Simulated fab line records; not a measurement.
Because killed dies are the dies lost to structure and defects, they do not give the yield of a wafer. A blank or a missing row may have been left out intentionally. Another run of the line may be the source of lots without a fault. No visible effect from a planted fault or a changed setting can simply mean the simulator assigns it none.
Matching of chambers / flow sky130 / 4 sister chambers for SKY_LI_CONTACT_CMP_02 on cmp-02
The step polishes PSG. 8 wafers are shown with their chamber, then 8 later ones without.

== WAFERS WITH THEIR CHAMBER ==
wafer=L378.4; chamber=0; motor-current-A (A)=13.6; time-to-endpoint-s (s)=29.7
wafer=L379.6; chamber=3; motor-current-A (A)=13.0; time-to-endpoint-s (s)=29.6
wafer=L380.1; chamber=2; motor-current-A (A)=11.7; time-to-endpoint-s (s)=25.5
wafer=L380.2; chamber=3; motor-current-A (A)=12.4; time-to-endpoint-s (s)=29.1
wafer=L381.3; chamber=1; motor-current-A (A)=11.9; time-to-endpoint-s (s)=38.2
wafer=L381.5; chamber=1; motor-current-A (A)=11.1; time-to-endpoint-s (s)=34.3
wafer=L381.6; chamber=0; motor-current-A (A)=13.2; time-to-endpoint-s (s)=30.5
wafer=L389.1; chamber=2; motor-current-A (A)=11.8; time-to-endpoint-s (s)=29.5

== WAFERS WITHOUT THEIR CHAMBER ==
wafer=L389.2; motor-current-A (A)=11.5; time-to-endpoint-s (s)=37.5
wafer=L389.5; motor-current-A (A)=11.5; time-to-endpoint-s (s)=30.5
wafer=L390.1; motor-current-A (A)=11.6; time-to-endpoint-s (s)=29.4
wafer=L390.2; motor-current-A (A)=11.0; time-to-endpoint-s (s)=35.7
wafer=L390.3; motor-current-A (A)=13.4; time-to-endpoint-s (s)=32.8
wafer=L392.2; motor-current-A (A)=11.0; time-to-endpoint-s (s)=25.1
wafer=L392.3; motor-current-A (A)=13.5; time-to-endpoint-s (s)=30.3
wafer=L392.6; motor-current-A (A)=11.9; time-to-endpoint-s (s)=30.2

== WHICH CHAMBER EACH WENT THROUGH ==
wafer=L389.2; from the rows above=1; in truth=1
wafer=L389.5; from the rows above=can't be placed: 2 or 1 or 3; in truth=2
wafer=L390.1; from the rows above=can't be placed: 2 or 3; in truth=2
wafer=L390.2; from the rows above=1; in truth=1
wafer=L390.3; from the rows above=can't be placed: 0 or 3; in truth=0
wafer=L392.2; from the rows above=2; in truth=2
wafer=L392.3; from the rows above=can't be placed: 0 or 3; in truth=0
wafer=L392.6; from the rows above=can't be placed: 2 or 3 or 1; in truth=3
Correct placement for 3 of the 8. Cannot be placed on the basis of these rows: 5; the candidates contain the true chamber in 5. Wrongly placed: 0.
How it was worked out, from the rows above alone: a wafer's distance from a chamber is the root of the sum, over the readings, of the square of ((its reading less the chamber's mean) divided by the reading's scatter). The wafer belongs to the nearest chamber; if the next one is less than 2 further off, it can't be placed. A chamber's mean is the mean of its shown wafers. The scatter is the square root of a quotient: the sum, over the shown wafers, of each reading's squared deviation from its chamber's mean, divided by wafers minus chambers.
